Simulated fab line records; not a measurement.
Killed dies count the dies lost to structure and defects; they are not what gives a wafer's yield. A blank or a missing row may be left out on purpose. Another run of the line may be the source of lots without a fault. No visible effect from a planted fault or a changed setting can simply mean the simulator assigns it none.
Matching of chambers || flow sky130 || SKY_CAP2M_CVD_00 on pecvd-01: 3 sister chambers
The step deposits SiO2, target thk 15.5 nm. 3 wafers are shown with their chamber, then 10 later ones without.

== WAFERS, EACH WITH ITS CHAMBER ==
{"wafer": "L086.3", "chamber": 2, "heater-power-w (W)": 787}
{"wafer": "L091.1", "chamber": 0, "heater-power-w (W)": 937}
{"wafer": "L091.3", "chamber": 1, "heater-power-w (W)": 655}

== WAFERS WITHOUT THEIR CHAMBER ==
{"wafer": "L091.4", "heater-power-w (W)": 925}
{"wafer": "L093.3", "heater-power-w (W)": 605}
{"wafer": "L093.4", "heater-power-w (W)": 789}
{"wafer": "L093.5", "heater-power-w (W)": 926}
{"wafer": "L096.2", "heater-power-w (W)": 627}
{"wafer": "L096.3", "heater-power-w (W)": 714}
{"wafer": "L096.4", "heater-power-w (W)": 636}
{"wafer": "L097.2", "heater-power-w (W)": 860}
{"wafer": "L097.4", "heater-power-w (W)": 916}
{"wafer": "L097.6", "heater-power-w (W)": 857}

== EACH ONE'S CHAMBER ==
{"wafer": "L091.4", "from the rows above": 0, "in truth": 0}
{"wafer": "L093.3", "from the rows above": 1, "in truth": 1}
{"wafer": "L093.4", "from the rows above": 2, "in truth": 2}
{"wafer": "L093.5", "from the rows above": 0, "in truth": 0}
{"wafer": "L096.2", "from the rows above": 1, "in truth": 1}
{"wafer": "L096.3", "from the rows above": "can't be placed: 1 or 2", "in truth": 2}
{"wafer": "L096.4", "from the rows above": 1, "in truth": 1}
{"wafer": "L097.2", "from the rows above": "can't be placed: 2 or 0", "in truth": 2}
{"wafer": "L097.4", "from the rows above": 0, "in truth": 0}
{"wafer": "L097.6", "from the rows above": "can't be placed: 2 or 0", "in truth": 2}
Placed correctly: 7 of 10. Cannot be placed on the basis of these rows: 3; the candidates contain the true chamber in 3. 0 placed wrongly.
How it was worked out, from the rows above alone: a wafer's distance from a chamber is the root of the sum, over the readings, of the square of ((its reading less the chamber's mean) divided by the reading's scatter). The wafer belongs to the nearest chamber; if the next one is less than 2 further off, it can't be placed. For every chamber, the mean is computed from those of its wafers that are shown. The scatter: root of mean squared gap, hidden wafer to nearest shown wafer, with one shown wafer a chamber.
